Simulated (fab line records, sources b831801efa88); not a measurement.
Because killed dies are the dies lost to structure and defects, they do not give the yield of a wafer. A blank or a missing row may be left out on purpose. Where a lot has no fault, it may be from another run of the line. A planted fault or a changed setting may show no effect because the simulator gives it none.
Which tool is to blame? -- flow sky130 -- 12 lots, 36 wafers sampled, at 1 step of a route of 708

WHAT THE GAUGES READ, wafer by wafer
SKY_FIELD_ISO_BOW_MEAS_00.
lot,measured,on,INCOMING_BOW (um)
L075,day 1 15:00,film-metro-02,-7 9 11
L077,day 2 01:00,film-metro-01,4 -9 3
L079,day 2 11:02,film-metro-01,1 -4 1
L081,day 2 21:01,film-metro-02,-4 1 11
L083,day 3 07:00,film-metro-01,7 0 -6
L085,day 3 17:00,film-metro-02,0 1 1
L087,day 4 03:02,film-metro-03,2 -9 2
L089,day 4 13:00,film-metro-02,-3 2 -1
L091,day 4 23:00,film-metro-01,7 -14 -1
L093,day 5 09:04,film-metro-03,0 -5 -2
L095,day 5 19:01,film-metro-01,4 -1 -3
L097,day 6 05:00,film-metro-03,-5 -1 -4

WHAT TOOL EACH LOT RAN ON (gives the tool, then ch and the chambers of the sampled wafers, and finally the start)
There is no process step in the record ahead of these readings.

THE ANSWER, worked out from the rows above alone
Rule: the lots themselves supply what counts as usual. The widest of any qualifying gaps counts: lots, ordered by their means at a reading, are off when they make up no more than a third of the lots, leave a main group of 4 or more, and stand apart from it by 3 or more times the standard deviation of that group's means. The tables above print the reading to a certain number of digits; a main group whose means all agree to those digits is not used. Also off: a lot with no number at a reading for which 4 or more lots have one. Where the step has rows for the other lots, those lots are counted as sound.
No lot is off at any reading shown: from this, nothing can be told.

WHAT WAS PUT IN BY THE SIMULATOR
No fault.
